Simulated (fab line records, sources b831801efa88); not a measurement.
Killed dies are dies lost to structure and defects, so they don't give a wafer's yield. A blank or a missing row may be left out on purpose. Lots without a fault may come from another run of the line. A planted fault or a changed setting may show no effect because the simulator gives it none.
One fault seen from 2 desks | flow sky130 | each desk has only its own numbers; what lay behind them comes last

THE METROLOGY DESK
What the gauges read, lot by lot, whatever tool the lot ran on: means of the sampled wafers that have a number. A lot is out of limits, marked OUT, if its mean lies more than 4 standard deviations from the usual mean; the brackets give that distance.
Columns: A = cd_nm at SKY_LOCAL_INTERCONNECT_CD_MEAS_11, usual 169.8 nm; B = METAL1_OVL at SKY_METAL1_OVL_MEAS_16, usual -1 nm; C = cd_nm at SKY_VIA1_CD_MEAS_12, usual 150.2 nm
lot  | first seen here | A     | B  | C
L725 | day 30 05:00    | 167.9 | -5 | 150.7
L726 | day 30 12:44    | 168.5 | -9 | 149.4
L728 | day 31 08:11    | 170.0 | 3  | 152.7
L729 | day 31 17:10    | 171.5 | -5 | 148.1
L731 | day 32 21:05    | 172.8 | 7  | 148.7
L740 | day 34 22:45    | 168.8 | -5 | 150.3
L741 | day 36 12:43    | 168.8 | 7  | 148.9
L743 | day 36 14:25    | 170.6 | -3 | 147.9
L742 | day 36 15:28    | 171.0 | -7 | 150.0
L745 | day 36 18:01    | 170.2 | 11 | 150.0
L746 | day 37 00:16    | 169.8 | 1  | 151.0
L747 | day 37 04:28    | 168.6 | 6  | 150.8
This desk's finding: nothing out of limits on any of the 12 lots.

THE TOOL OWNER'S DESK: rie_metal-03
The tool's own readings at SKY_METAL1_ETCH_18 (etches BARC in N2/H2, stops on SiO2, time 45.9 s, target depth 60 nm): means of the sampled wafers that have a number, for each lot that ran on this tool. A lot is out of limits, marked OUT, if its mean lies more than 4 standard deviations from the usual mean; the brackets give that distance.
Columns: A = drypump_motor_current_A at SKY_METAL1_ETCH_18, usual 5.84 A; B = oes_product_au at SKY_METAL1_ETCH_18, usual 0.855 a.u.; C = rf_fwd_power_W at SKY_METAL1_ETCH_18, usual 495.4 W; D = throttle_valve_pct at SKY_METAL1_ETCH_18, usual 13.225 %
lot  | first seen here | A    | B     | C               | D
L726 | day 32 21:39    | 5.99 | 0.856 | 495.8           | 13.229
L728 | day 33 17:10    | 5.91 | 0.854 | 494.8           | 13.230
L729 | day 34 01:43    | 5.79 | 0.855 | 575.1 (+50) OUT | 13.224
L731 | day 35 05:02    | 5.89 | 0.853 | 575.9 (+50) OUT | 13.216
L742 | day 38 22:29    | 5.87 | 0.857 | 495.5           | 13.232
L745 | day 39 00:14    | 5.94 | 0.853 | 495.0           | 13.219
L746 | day 39 06:22    | 5.95 | 0.857 | 496.1           | 13.228
This desk's finding: out of limits on L729, L731; first on L729, day 34 01:43 (rf_fwd_power_W at SKY_METAL1_ETCH_18). In limits: L726, L728, L742, L745, L746.

PUT TOGETHER
The tool owner's desk could have raised an alarm at day 34 01:43, on L729, L731.
The metrology desk saw nothing out of limits.
The metrology desk has L729, L731 on record, within its limits.
Of the lots named, all ran SKY_METAL1_ETCH_18 on rie_metal-03.

WHAT THE SIMULATOR HAD PUT IN
Process parameter drift: rie_metal-03, from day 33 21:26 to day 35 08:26, at SKY_METAL1_ETCH_18. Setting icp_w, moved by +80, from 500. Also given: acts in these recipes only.
Lots struck among those shown: L729, L731.
Hours from the fault's start to each desk's first reading out of limits: the tool owner's desk, 4.
